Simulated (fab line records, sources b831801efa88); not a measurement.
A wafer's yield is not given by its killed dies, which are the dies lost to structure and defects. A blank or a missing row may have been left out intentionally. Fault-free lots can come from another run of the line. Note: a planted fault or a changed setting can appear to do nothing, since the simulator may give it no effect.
Which tool did it? + flow sky130 + 11 lots, 33 wafers sampled, at 3 steps of a route of 708

== WHAT EACH GAUGE READ, for each wafer ==
SKY_PASSIVATION_THK_MEAS_01.
| lot  | measured     | on            | PASSIVATION_CVD_00_THK (nm) |
|------|--------------|---------------|-----------------------------|
| L623 | day 43 20:01 | film_metro-04 | 89.0 89.4 88.9              |
| L625 | day 44 04:50 | film_metro-03 | 90.5 91.8 91.1              |
| L626 | day 44 09:58 | film_metro-01 | 92.4 92.0 91.9              |
| L627 | day 44 23:29 | film_metro-04 | 88.5 88.7 90.1              |
| L631 | day 46 02:00 | film_metro-01 | 88.2 88.7 90.0              |
| L632 | day 46 04:57 | film_metro-04 | 88.3 90.4 89.7              |
| L633 | day 46 10:50 | film_metro-01 | 91.1 91.3 90.0              |
| L638 | day 47 13:49 | film_metro-03 | 88.1 90.4 89.3              |
| L640 | day 48 06:39 | film_metro-01 | 89.5 91.1 90.3              |
| L643 | day 48 21:46 | film_metro-04 | 89.0 89.1 90.2              |
| L645 | day 49 06:07 | film_metro-03 | 90.9 89.2 90.0              |

== TOOL THAT RAN EACH LOT (tool first, then ch and the chambers of the sampled wafers, then the start) ==
| lot  | SKY_VIA4_STRIP_13                    | SKY_METAL5_DESCUM_14              |
|------|--------------------------------------|-----------------------------------|
| L623 | plasma_asher-03 ch 0,1, day 42 19:16 | rie_metal-03 ch 0,1, day 43 19:07 |
| L625 | plasma_asher-04 ch 0,1, day 43 03:23 | rie_metal-03 ch 0,1, day 44 03:54 |
| L626 | plasma_asher-03 ch 0,1, day 43 09:05 | rie_metal-03 ch 0,1, day 44 09:04 |
| L627 | plasma_asher-03 ch 0,1, day 43 22:38 | rie_metal-03 ch 0, day 44 22:35   |
| L631 | plasma_asher-04 ch 0,1, day 45 02:15 | rie_metal-04 ch 0,1, day 46 01:02 |
| L632 | plasma_asher-04 ch 0,1, day 45 05:42 | rie_metal-01 ch 0,1, day 46 04:04 |
| L633 | plasma_asher-01 ch 0,1, day 45 11:35 | rie_metal-03 ch 0,1, day 46 09:56 |
| L638 | plasma_asher-04 ch 0,1, day 46 15:29 | rie_metal-01 ch 0,1, day 47 12:55 |
| L640 | plasma_asher-03 ch 0,1, day 47 08:53 | rie_metal-03 ch 0,1, day 48 05:46 |
| L643 | plasma_asher-04 ch 0,1, day 48 01:05 | rie_metal-04 ch 0,1, day 48 20:49 |
| L645 | plasma_asher-04 ch 0,1, day 48 09:47 | rie_metal-01 ch 0,1, day 49 05:14 |
- SKY_VIA4_STRIP_13: strips in O2/N2.
- SKY_METAL5_DESCUM_14: chemistry O2, time 11 s.

== THE ANSWER, worked out from the rows above alone ==
Rule: usual is defined by the lots themselves. The widest of any qualifying gaps counts: lots, ordered by their means at a reading, are off when they make up no more than a third of the lots, leave a main group of 4 or more, and stand apart from it by 3 or more times the standard deviation of that group's means. The tables above print the reading to a certain number of digits; a main group whose means all agree to those digits is not used. Also off: a lot with no number at a reading for which 4 or more lots have one. Where the step has rows for the other lots, those lots are counted as sound.
Nothing can be told from this: no lot is off at any reading shown.

== WHAT THE SIMULATOR HAD INSERTED ==
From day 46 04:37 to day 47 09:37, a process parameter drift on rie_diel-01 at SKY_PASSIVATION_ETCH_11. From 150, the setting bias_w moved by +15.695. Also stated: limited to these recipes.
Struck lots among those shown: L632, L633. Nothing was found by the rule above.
